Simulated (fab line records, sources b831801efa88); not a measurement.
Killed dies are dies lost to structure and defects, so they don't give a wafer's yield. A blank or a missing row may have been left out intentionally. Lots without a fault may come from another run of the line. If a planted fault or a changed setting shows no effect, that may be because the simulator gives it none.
Which tool was responsible?	flow gf180mcu	13 lots with 36 wafers sampled at 5 steps, on a route of 602 steps

== WHAT THE GAUGES SHOWED, per wafer ==
GF_POLY_GATE_OVL_MEAS_11. Usual: POLY_GATE_OVL typically reads 2 nm, with standard deviation 5.9.
lot	measured	on	POLY_GATE_OVL (nm)	flag
L772	day 9 06:05	overlay-02	3 3 0	
L773	day 9 11:39	overlay-02	-7 -9 4	
L774	day 9 19:35	overlay-02	5 14 4	
L775	day 9 22:26	overlay-02	7 1 7	
L776	day 10 09:05	overlay-01	-6 -8 -5	
L777	day 10 17:53	overlay-01	-1 -8 -13	
L778	day 10 20:24	overlay-02	0 -2 -16	
L779	day 11 03:11	overlay-02	-8 -12 -6	
L786	day 13 08:11	overlay-01	2 -1	
L787	day 13 14:17	overlay-02	3 -11	
L788	day 13 22:05	overlay-02	12 1	
L789	day 14 04:29	overlay-02	2 2 3	
L795	day 16 02:14	overlay-01	2 -1 6	

GF_M1_CD_MEAS_14: target cd 230 nm. Usual: cd-nm 230.0 nm, standard deviation 1.2.
lot	measured	on	cd-nm (nm)	flag
L772	day 17 00:49	cd-sem-02	229.0 228.6 228.5	
L773	day 17 13:00	cd-sem-02	229.0 229.8 228.5	
L774	day 17 20:58	cd-sem-02	229.9 230.4 230.6	
L775	day 18 05:22	cd-sem-01	229.9 229.6 230.8	
L776	day 18 16:31	cd-sem-01	232.4 233.0 231.6	
L777	day 19 02:25	cd-sem-01	229.6 227.6 229.5	
L778	day 19 05:45	cd-sem-01	230.0 229.4 229.7	
L779	day 19 15:07	cd-sem-01	229.4 230.8 229.9	
L786	day 22 07:58	cd-sem-01	229.5 211.9	OFF
L787	day 22 13:25	cd-sem-02	228.5 210.2	OFF
L788	day 22 21:23	cd-sem-02	213.2 211.6	OFF
L789	day 23 03:17	cd-sem-02	230.7 230.6 230.4	
L795	day 25 06:39	cd-sem-01	230.0 229.9 230.6	

GF_V3_THK_MEAS_03. Usual: V3_CVD_02_THK typically reads 849 nm, with standard deviation 9.6.
lot	measured	on	V3_CVD_02_THK (nm)	flag
L772	day 21 07:35	film-metro-03	836 854 860	
L773	day 21 19:31	film-metro-02	856 864 867	
L774	day 22 03:14	film-metro-01	840 842 840	
L775	day 22 12:11	film-metro-02	848 844 845	
L776	day 22 23:31	film-metro-03	846 834 856	
L777	day 23 07:23	film-metro-01	839 843 845	
L778	day 23 11:48	film-metro-03	853 868 864	
L779	day 23 21:05	film-metro-02	842 859 852	
L786	day 26 08:02	film-metro-01	840 839	
L787	day 26 13:53	film-metro-02	841 840	
L788	day 26 19:48	film-metro-01	847 839	
L789	day 27 01:03	film-metro-02	844 845 839	
L795	day 28 21:28	film-metro-01	858 852 859	

== TOOL THAT RAN EACH LOT (tool first, then ch and the chambers of the sampled wafers, then the start) ==
lot	GF_VT_IMPLANT_RTA_45	GF_M1_EXPOSE_11
L772	rtp-anneal-02 ch 0, day 7 13:58	krf-scanner-02 ch 0, day 16 13:50
L773	rtp-anneal-01 ch 0, day 7 22:12	krf-scanner-02 ch 0, day 17 01:48
L774	rtp-anneal-01 ch 0, day 8 05:01	krf-scanner-01 ch 0, day 17 10:05
L775	rtp-anneal-01 ch 0, day 8 07:10	krf-scanner-01 ch 0, day 17 17:46
L776	rtp-anneal-01 ch 0, day 8 15:25	krf-scanner-01 ch 0, day 18 05:28
L777	rtp-anneal-02 ch 0, day 9 00:25	krf-scanner-02 ch 0, day 18 14:26
L778	rtp-anneal-01 ch 0, day 9 03:42	krf-scanner-01 ch 0, day 18 17:38
L779	rtp-anneal-01 ch 0, day 9 10:16	krf-scanner-01 ch 0, day 19 03:01
L786	rtp-anneal-02 ch 0, day 11 11:19	krf-scanner-01 ch 0, day 21 20:32
L787	rtp-anneal-02 ch 0, day 11 18:01	krf-scanner-01 ch 0, day 22 01:58
L788	rtp-anneal-01 ch 0, day 12 00:20	krf-scanner-01 ch 0, day 22 10:29
L789	rtp-anneal-01 ch 0, day 12 06:23	krf-scanner-02 ch 0, day 22 16:15
L795	rtp-anneal-01 ch 0, day 13 22:02	krf-scanner-02 ch 0, day 24 19:19
- GF_VT_IMPLANT_RTA_45: time 30 s.
- GF_M1_EXPOSE_11: exposes mask Metal1, target cd 230 nm.

== WHAT THE TOOLS THEMSELVES READ (means of the sampled wafers that have a number; where no wafer has one, the mark that the record gives instead) ==
GF_VT_IMPLANT_RTA_45. Usual: lamp-power-pct 37 %, standard deviation 3.1; wafer_temp_C_max 1054.3, standard deviation 0.98.
lot	tool	lamp-power-pct (%)	wafer_temp_C_max	flag
L772	rtp-anneal-02	33	1055.1	
L773	rtp-anneal-01	40	1052.8	
L774	rtp-anneal-01	40	1054.9	
L775	rtp-anneal-01	40	1053.2	
L776	rtp-anneal-01	40	1053.7	
L777	rtp-anneal-02	33	1055.2	
L778	rtp-anneal-01	40	1053.4	
L779	rtp-anneal-01	40	1054.7	
L786	rtp-anneal-02	33	1054.1	
L787	rtp-anneal-02	33	1054.8	
L788	rtp-anneal-01	40	1054.2	
L789	rtp-anneal-01	40	1054.1	
L795	rtp-anneal-01	40	1054.5	

GF_M1_EXPOSE_11. Usual: focus-offset-nm -0.1 nm, standard deviation 0.56.
lot	tool	focus-offset-nm (nm)	flag
L772	krf-scanner-02	-0.7	
L773	krf-scanner-02	0.1	
L774	krf-scanner-01	-0.2	
L775	krf-scanner-01	-0.2	
L776	krf-scanner-01	-1.1	
L777	krf-scanner-02	0.4	
L778	krf-scanner-01	0.3	
L779	krf-scanner-01	-0.2	
L786	krf-scanner-01	0.1	
L787	krf-scanner-01	0.2	
L788	krf-scanner-01	0.2	
L789	krf-scanner-02	-0.7	
L795	krf-scanner-02	-0.2	

== THE ANSWER, worked out from the rows above alone ==
Rule: lot off if the mean of its wafers having a number is beyond 3 standard deviations from the usual mean. Also off: a lot with no number at a reading for which 4 or more lots have one. Where the step has rows for the other lots, those lots are counted as sound. Order of review: gauges by route order, followed by the tools' own readings, for which a lot's mean as printed above is used. The first step at which some lot is off is used, and at that step the reading that is off furthest; a lot without a number counts as furthest.
Off, at GF_M1_CD_MEAS_14 on cd-nm: L786, L787, L788.
If a tool, at a process step before that reading, ran all the lots that are off and no sound lot after the first of them, it fits. The gauges at GF_M1_CD_MEAS_14 are tried like those tools. One candidate fits, namely krf-scanner-01 at GF_M1_EXPOSE_11. Its last sound lot is L779 (day 19 03:01), its first lot that is off L786 (day 21 20:32): a fault that began between those two fits.

== WHAT HAD BEEN PUT IN BY THE SIMULATOR ==
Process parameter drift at GF_M1_EXPOSE_11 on krf-scanner-01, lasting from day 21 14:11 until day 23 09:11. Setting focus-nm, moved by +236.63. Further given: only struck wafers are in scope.
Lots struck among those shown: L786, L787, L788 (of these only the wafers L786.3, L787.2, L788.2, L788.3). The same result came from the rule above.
